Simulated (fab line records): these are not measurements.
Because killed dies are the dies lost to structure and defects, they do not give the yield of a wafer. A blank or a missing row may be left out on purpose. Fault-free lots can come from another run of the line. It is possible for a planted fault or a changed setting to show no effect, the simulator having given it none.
Commonality check across tools -- flow sky130 -- 11 lots, 33 wafers sampled

REASON FOR OPENING
At SKY_LDD_N_TW_MEAS_17 the reading LDD_N_TW is flagged on 1 of 11 lots. Fault-free wafers read 2591, with a standard deviation of 26.
Rule: flag the lot when none of its wafers has a number, or when each of its wafers that has one lies beyond 4 standard deviations from that mean. As for the other lots, they are considered sound.

lot,measured,on,"LDD_N_TW, wafer by wafer",flag
L516,day 17 08:41,film-metro-01,2622 2609 2610,
L517,day 17 21:16,film-metro-04,2570 2575 2580,
L520,day 19 02:09,film-metro-01,2636 2641 2633,
L523,day 20 00:53,film-metro-03,2582 2583 2581,
L524,day 20 22:03,film-metro-03,30 30 30,FLAGGED
L532,day 23 11:39,film-metro-01,2625 2622 2629,
L533,day 23 22:40,film-metro-04,2602 2594 2593,
L534,day 24 06:49,film-metro-01,2632 2638 2638,
L535,day 25 03:06,film-metro-03,2549 2554 2561,
L537,day 25 11:24,film-metro-03,2549 2550 2549,
L539,day 25 20:17,film-metro-03,2546 2570 2546,
The numbers of the flagged lots are 30 on average: -2561 against the usual, or -98 standard deviations.

WHICH TOOL EACH LOT WENT THROUGH
The record holds 2 process steps before the reading, out of a route of 708 steps. Read each cell as the tool, then ch plus the chambers that the sampled wafers visited, then the start.
lot,flag,SKY_NWELL_RTA_28,SKY_LDD_N_EXPOSE_04
L516,,"rtp-anneal-02 ch 0, day 5 04:50","iline-stepper-02 ch 0, day 16 17:34"
L517,,"rtp-anneal-02 ch 0, day 5 11:31","iline-stepper-01 ch 0, day 17 05:11"
L520,,"rtp-anneal-02 ch 0, day 6 08:44","iline-stepper-02 ch 0, day 18 09:31"
L523,,"rtp-anneal-01 ch 0, day 7 01:09","iline-stepper-01 ch 0, day 19 08:08"
L524,FLAGGED,"rtp-anneal-02 ch 0, day 7 09:49","iline-stepper-01 ch 0, day 20 05:59"
L532,,"rtp-anneal-02 ch 0, day 9 07:22","iline-stepper-01 ch 0, day 22 19:52"
L533,,"rtp-anneal-01 ch 0, day 9 15:09","iline-stepper-01 ch 0, day 23 06:12"
L534,,"rtp-anneal-02 ch 0, day 9 23:22","iline-stepper-02 ch 0, day 23 15:42"
L535,,"rtp-anneal-01 ch 0, day 10 07:58","iline-stepper-01 ch 0, day 24 10:48"
L537,,"rtp-anneal-01 ch 0, day 10 13:47","iline-stepper-02 ch 0, day 24 19:17"
L539,,"rtp-anneal-01 ch 0, day 11 02:42","iline-stepper-01 ch 0, day 25 04:39"
What the steps here do:
- SKY_NWELL_RTA_28: time 30 s.
- SKY_LDD_N_EXPOSE_04: exposes mask NTM, target cd 840 nm.
- SKY_LDD_N_TW_MEAS_17

FLAGGED OVER TOTAL, TOOL BY TOOL (the gauges that took the reading come last)
step,tool,lots run,flagged,share of the flagged lots,sound lots run after its first flagged lot
SKY_NWELL_RTA_28,rtp-anneal-01,5,0,none,-
SKY_NWELL_RTA_28,rtp-anneal-02,6,1,all,"2 (L532,L534)"
SKY_LDD_N_EXPOSE_04,iline-stepper-01,7,1,all,"4 (L532,L533,L535,L539)"
SKY_LDD_N_EXPOSE_04,iline-stepper-02,4,0,none,-
SKY_LDD_N_TW_MEAS_17,film-metro-01,4,0,none,-
SKY_LDD_N_TW_MEAS_17,film-metro-03,5,1,all,"3 (L535,L537,L539)"
SKY_LDD_N_TW_MEAS_17,film-metro-04,2,0,none,-

WHAT THE TABLE ALLOWS
rtp-anneal-02 at SKY_NWELL_RTA_28, iline-stepper-01 at SKY_LDD_N_EXPOSE_04 and film-metro-03 at SKY_LDD_N_TW_MEAS_17: these 3 rows of the table ran every flagged lot.
- rtp-anneal-02 at SKY_NWELL_RTA_28: 1 of its 6 lots flagged. Lots that were sound ran on it after the first flagged one (L532, L534); a persistent fault on the entire tool would not allow that.
- iline-stepper-01 at SKY_LDD_N_EXPOSE_04: 1 of its 7 lots flagged. Lots that were sound ran on it after the first flagged one (L532, L533, L535, L539); a persistent fault on the entire tool would not allow that.
- film-metro-03 at SKY_LDD_N_TW_MEAS_17: 1 of its 5 lots flagged. Lots that were sound ran on it after the first flagged one (L535, L537, L539); a persistent fault on the entire tool would not allow that.
Not one row of the table ran every flagged lot while running no sound lot after the first.

WHAT WAS PUT IN BY THE SIMULATOR
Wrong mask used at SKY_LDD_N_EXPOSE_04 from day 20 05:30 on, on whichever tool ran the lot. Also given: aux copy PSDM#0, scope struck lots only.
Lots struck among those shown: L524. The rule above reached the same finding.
